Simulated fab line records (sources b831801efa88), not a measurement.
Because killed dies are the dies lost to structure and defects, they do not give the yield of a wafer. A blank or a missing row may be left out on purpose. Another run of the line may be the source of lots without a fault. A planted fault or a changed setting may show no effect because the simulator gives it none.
A lot that was struck, set against a sound lot | flow sky130 | 15 steps out of a route of 708
Sound: wafers L258.1, L258.2, L258.3. Struck: wafer L268.1. (L268.3, L268.5 of the same lot were not struck and are left out.) The cause comes at the end.
For every step that has rows: the tool of each side, followed by ch and its chambers, followed by its first start. Under that, the readings that differ: sound wafers | struck wafers | difference of the means | sigmas: that difference in standard deviations of wafers without a fault.
alike: readings with means less than 2 such deviations apart, plus words and numbers identical on both sides. not compared: withheld readings, readings lacking a value on some wafer, bounds such as >300 that could conceal the same value, and numbers that have no deviation in the record and whose values overlap.
The two part at a step that has a row with sigmas, a row that says differs or no value, or rows on one side only. When numbers do not overlap yet have no deviation, they are printed without sigmas and do not part them. A reading that every wafer of one side lacks parts them only if that side has two wafers or more.

SKY_CONTACT_ETCH_16: etches BARC in N2/H2, stops on SiO2, time 45.9 s, target depth 60 nm.
  sound on rie_diel-02 ch 0,1,3, day 35 00:49; struck on rie_diel-01 ch 3, day 38 01:59
  reading                | sound  | struck | difference | sigmas
  rf_hours_counter_h (h) | 7 11 7 | 16     | +8         |
  alike: drypump_motor_current_A, oes_product_au, throttle_valve_pct
SKY_CONTACT_ETCH_17: etches SiO2 in C4F8/O2/Ar, stops on Si3N4, target depth 340 nm.
  sound on rie_diel-02 ch 0,1,3, day 35 00:52; struck on rie_diel-01 ch 3, day 38 02:02
  alike: oes_product_au
then, 1 step without rows for these wafers: SKY_CONTACT_ETCH_18 (etches Si3N4 in CHF3/O2, stops on TiN, time 39 s, target depth 75 nm).
SKY_CONTACT_STRIP_19: strips in O2/N2.
  sound on plasma_asher-01 ch 0,1, day 35 00:57; struck on plasma_asher-03 ch 0, day 38 02:07
  alike: drypump_motor_current_A, oes_product_au, strip_time_to_endpoint_s
  not compared: rf_hours_counter_h
then, 5 steps without rows for these wafers: SKY_CONTACT_STRIP_20 (strips in post etch residue remover, time 1200 s); SKY_CONTACT_CLEAN_21 (cleans in IPA, time 180 s); SKY_CONTACT_CLEAN_22 (cleans in O3/DIW); SKY_CONTACT_SPUTTER_23 (material TiN, target thk 20 nm, time 80 s); SKY_CONTACT_CVD_24 (deposits W, target thk 340 nm, time 102.12 s).
SKY_CONTACT_RS_MEAS_25: a four-point-probe measurement.
  sound: film_metro-01 at day 35 01:43; struck: film_metro-03 at day 38 02:53
  alike: CONTACT_W_RS
SKY_CONTACT_THK_MEAS_26: measures by xrf.
  sound: film_metro-01 at day 35 01:50; struck: film_metro-03 at day 38 03:01
  reading            | sound       | struck | difference | sigmas
  CONTACT_W_THK (nm) | 337 341 338 | 329    | -10        | -2
SKY_CONTACT_CMP_27: polishes, stops on SiO2, t overpolish 15 s, target thk 0 nm.
  sound on cmp-01 ch 0,1,2, day 35 01:57; struck on cmp-02 ch 1, day 38 03:07
  alike: motor_current_A, overpolish_run_s, retaining_ring_pressure_frac, time_to_endpoint_s
SKY_METAL1_SPUTTER_00: material Ti, target thk 15 nm, time 10 s.
  sound: pvd_sputter-04 at day 35 02:12; struck: pvd_sputter-03 at day 38 03:22
  reading                                   | sound             | struck | difference | sigmas
  throttle_valve_pct (%)                    | 29.4 27.6 29.3    | 31.5   | +2.7       | +2
  model.Ti_of_METAL1_SPUTTER_00.thk_nm (nm) | 14.98 15.02 15.12 | 21.04  | +6.00      |
SKY_METAL1_SPUTTER_01: material TiN, target thk 20 nm, time 16.7 s.
  sound: pvd_sputter-04 at day 35 02:14; struck: pvd_sputter-03 at day 38 03:23
  reading                | sound          | struck | difference | sigmas
  throttle_valve_pct (%) | 29.4 27.5 29.0 | 31.4   | +2.8       | +2
after that, 1 step had no rows for these wafers: SKY_PAD_OPEN_PROBE_99.

## WHERE THEY PART
Last at SKY_METAL1_SPUTTER_01 as far as this record goes, first at SKY_CONTACT_THK_MEAS_26.

WHY: what the simulator had put in
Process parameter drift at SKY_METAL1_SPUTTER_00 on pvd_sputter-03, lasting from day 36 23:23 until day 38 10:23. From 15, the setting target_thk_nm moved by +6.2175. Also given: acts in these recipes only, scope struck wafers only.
